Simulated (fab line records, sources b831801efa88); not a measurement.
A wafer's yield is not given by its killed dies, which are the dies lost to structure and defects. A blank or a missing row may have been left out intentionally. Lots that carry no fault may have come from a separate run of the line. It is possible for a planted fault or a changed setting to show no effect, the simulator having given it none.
What tool caused it? ; flow gf180mcu ; 42 wafers from 14 lots sampled at 4 of the route's 602 steps

== WHAT THE GAUGES READ, wafer by wafer ==
GF_TOP_METAL_CD_MEAS_14 targets a cd of 440 nm.
lot;measured;on;cd nm (nm)
L938;day 28 04:17;cd sem-02;441.3 440.9 441.8
L939;day 28 15:48;cd sem-02;442.4 441.2 443.0
L941;day 29 03:05;cd sem-01;441.6 443.0 441.4
L942;day 29 08:22;cd sem-02;440.5 438.4 441.2
L943;day 29 17:19;cd sem-02;438.4 440.6 439.2
L944;day 30 01:52;cd sem-01;443.0 441.8 442.3
L946;day 30 14:49;cd sem-01;442.9 442.4 441.2
L952;day 32 04:07;cd sem-02;439.2 436.6 438.1
L958;day 33 12:01;cd sem-02;440.6 443.2 440.0
L959;day 33 20:58;cd sem-02;443.1 440.4 438.9
L960;day 34 02:01;cd sem-01;438.8 440.3 440.0
L961;day 34 07:08;cd sem-01;439.8 437.5 439.9

== EACH LOT AND THE TOOL THAT RAN IT (in order: tool; ch and the chambers of the sampled wafers; start) ==
lot;GF_SALICIDE_WET_ETCH_07;GF_V5_ETCH_16;GF_V5_CVD_23
L938;wet bench-02 ch 1, day 15 05:05;rie diel-03 ch 1,2,3, day 27 06:04;cvd w-01 ch 0,1, day 27 07:15
L939;wet bench-03 ch 2, day 15 14:50;rie diel-02 ch 0,1,2, day 27 18:40;cvd w-01 ch 0,1, day 27 19:27
L941;wet bench-03 ch 3, day 16 06:38;rie diel-04 ch 0,3, day 28 06:19;cvd w-01 ch 1, day 28 07:06
L942;wet bench-02 ch 2, day 16 11:53;rie diel-02 ch 1,2, day 28 11:37;cvd w-02 ch 0,1, day 28 12:26
L943;wet bench-03 ch 1, day 17 00:45;rie diel-03 ch 2,3, day 28 20:19;cvd w-01 ch 0,1, day 28 21:07
L944;wet bench-02 ch 3, day 17 09:13;rie diel-04 ch 0,1,2, day 29 04:50;cvd w-02 ch 0,1, day 29 05:37
L946;wet bench-03 ch 3, day 18 02:44;rie diel-03 ch 0,2,3, day 29 18:53;cvd w-01 ch 0,1, day 29 19:42
L949;wet bench-03 ch 3, day 19 05:53;-;-
L950;wet bench-02 ch 3, day 19 15:59;-;-
L952;wet bench-03 ch 1, day 20 06:29;rie diel-02 ch 0,2, day 31 09:20;cvd w-02 ch 0,1, day 31 10:09
L958;wet bench-02 ch 2, day 22 04:33;rie diel-03 ch 0,2, day 32 19:01;cvd w-02 ch 0,1, day 32 19:47
L959;wet bench-02 ch 1, day 22 14:34;rie diel-02 ch 0,2,3, day 33 03:52;cvd w-02 ch 0,1, day 33 04:39
L960;wet bench-01 ch 3, day 22 22:48;rie diel-04 ch 0,1, day 33 09:01;cvd w-02 ch 0,1, day 33 09:47
L961;wet bench-02 ch 3, day 23 09:03;rie diel-04 ch 0,1,3, day 33 14:20;cvd w-02 ch 0,1, day 33 15:10
- GF_SALICIDE_WET_ETCH_07: etches the open film in SPM, target depth 120 nm.
- GF_V5_ETCH_16: etches BARC in N2/H2.
- GF_V5_CVD_23: deposits W, target thk 350 nm, time 104.9 s.

== AS READ BY THE TOOLS THEMSELVES (means over the sampled wafers that have a number; for cases with no such wafer, the mark the record gives instead) ==
GF_V5_ETCH_16.
lot;tool;drypump motor current A (A);oes product au (a.u.);throttle valve pct (%)
L938;rie diel-03;5.6;0.850;13.223
L939;rie diel-02;5.8;0.853;13.220
L941;rie diel-04;6.4;0.852;13.232
L942;rie diel-02;5.6;0.855;13.225
L943;rie diel-03;6.1;0.854;13.225
L944;rie diel-04;6.1;0.853;13.220
L946;rie diel-03;6.2;0.855;13.226
L952;rie diel-02;5.5;0.858;13.228
L958;rie diel-03;6.3;0.858;13.230
L959;rie diel-02;5.7;0.854;13.226
L960;rie diel-04;6.1;0.855;13.220
L961;rie diel-04;6.3;0.859;13.222

GF_V5_CVD_23.
lot;tool;heater power outer w (W);heater power w (W)
L938;cvd w-01;569;971
L939;cvd w-01;600;1005
L941;cvd w-01;537;922
L942;cvd w-02;395;673
L943;cvd w-01;566;952
L944;cvd w-02;403;673
L946;cvd w-01;572;961
L952;cvd w-02;394;666
L958;cvd w-02;426;693
L959;cvd w-02;416;691
L960;cvd w-02;403;674
L961;cvd w-02;402;667

== THE ANSWER, worked out from the rows above alone ==
Rule: the usual values come from the lots themselves. The widest of any qualifying gaps counts: lots, ordered by their means at a reading, are off when they make up no more than a third of the lots, leave a main group of 4 or more, and stand apart from it by 3 or more times the standard deviation of that group's means. Not used: any main group whose means are identical at the precision the tables above print for the reading. A lot without any number at a reading at which 4 lots or more have one is off too. The other lots that the step has rows for count as sound. First the gauges in route order, then the tools' own readings, where a lot's mean is used as printed above. The first step at which some lot is off is used, and at that step the reading that is off furthest; a lot without a number counts as furthest.
Nothing can be told from this: no lot is off at any reading shown.

== WHAT THE SIMULATOR HAD INSERTED ==
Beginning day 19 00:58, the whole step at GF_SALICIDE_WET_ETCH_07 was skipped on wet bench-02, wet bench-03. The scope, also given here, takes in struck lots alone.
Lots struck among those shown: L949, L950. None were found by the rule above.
